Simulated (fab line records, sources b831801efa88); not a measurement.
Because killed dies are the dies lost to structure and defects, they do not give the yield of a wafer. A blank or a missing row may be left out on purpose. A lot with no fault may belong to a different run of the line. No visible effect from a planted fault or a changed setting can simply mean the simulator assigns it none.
A struck lot beside a sound one | flow sky130 | 14 steps out of a route of 708
Sound: these wafers, L861.3, L861.4, L861.6. Wafers struck: L854.2, L854.4, L854.5. At the end, the cause is stated.
For every step that has rows: the tool of each side, followed by ch and its chambers, followed by its first start. Under that, the readings that differ: sound wafers | struck wafers | difference of the means | sigmas: that difference in standard deviations of wafers without a fault.
alike: a reading whose means differ by less than 2 such deviations, as well as words and numbers matching on both sides. not compared: withheld readings; readings where some wafer has no value; bounds like >300 that might hide an equal value; numbers whose values overlap and for which the record gives no deviation.
The two part at a step that has a row with sigmas, a row that says differs or no value, or rows on one side only. Numbers that don't overlap but have no deviation are shown without sigmas and don't part them. Lack of a reading on every wafer of one side parts them only where that side has two or more wafers.

SKY_RES_PROTECT_STRIP_07: strips in O2/N2.
  sound on plasma-asher-04 ch 0,1, day 21 17:51; struck on plasma-asher-03 ch 0,1, day 19 10:20
  alike: drypump-motor-current-A, oes-product-au, strip-time-to-endpoint-s
  not compared: rf-hours-counter-h
SKY_RES_PROTECT_TW_MEAS_08:
  struck on film-metro-03, day 19 10:27; sound on film-metro-04, day 21 17:56
  alike: POLY_GATE_TW
then, 2 steps without rows for these wafers: SKY_RES_PROTECT_CLEAN_09 (cleans in SC1/SC2, time 150 s); SKY_POLY_GATE_CVD_03 (deposits Si3N4 from DCS/NH3, target thk 75 nm, time 1290 s).
SKY_POLY_GATE_THK_MEAS_04:
  struck on film-metro-03, day 19 13:11; sound on film-metro-01, day 21 19:28
  alike: POLY_GATE_CVD_03_THK
then, 7 steps without rows for these wafers: SKY_POLY_GATE_DEHYDRATE_05 (time 60 s); SKY_POLY_GATE_HMDS_06 (prime time 60 s); SKY_POLY_GATE_COAT_07 (resist thk 110 nm); SKY_POLY_GATE_COAT_08 (resist thk 450 nm); SKY_POLY_GATE_SOFTBAKE_09 (time 90 s); SKY_POLY_GATE_EXPOSE_10 (exposes mask P1M, target cd 150 nm); SKY_POLY_GATE_PEB_11.
SKY_POLY_GATE_DEVELOP_12: develop time 60 s.
  sound on litho-track-01 ch 0, day 23 02:00; struck on litho-track-04, day 20 20:00
  no value came back on the struck wafers for chill-plate-temp-C (C), develop-time-s (s); on the sound wafers chill-plate-temp-C (C) reads 22.86 22.92 22.95
  reading                                          | sound             | struck            | difference | sigmas
  model.KrF-thick_of_POLY_GATE_COAT_08.thk-nm (nm) | 435.7 434.6 434.6 | 449.6 450.1 450.8 | +15.2      |
SKY_POLY_GATE_CD_MEAS_13 targets a cd of 150 nm.
  struck on cd-sem-01, day 20 20:10; sound on cd-sem-01, day 23 02:29
  reading    | sound             | struck | difference                    | sigmas
  cd-nm (nm) | 150.4 149.6 151.4 | - - -  | no value on the struck wafers |

WHERE THEY PART
At SKY_POLY_GATE_DEVELOP_12 first; at SKY_POLY_GATE_CD_MEAS_13 last (within this record only).

WHY: whatever the simulator had introduced
Beginning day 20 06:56, the whole step at SKY_POLY_GATE_DEVELOP_12 was skipped on litho-track-04. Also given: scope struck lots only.
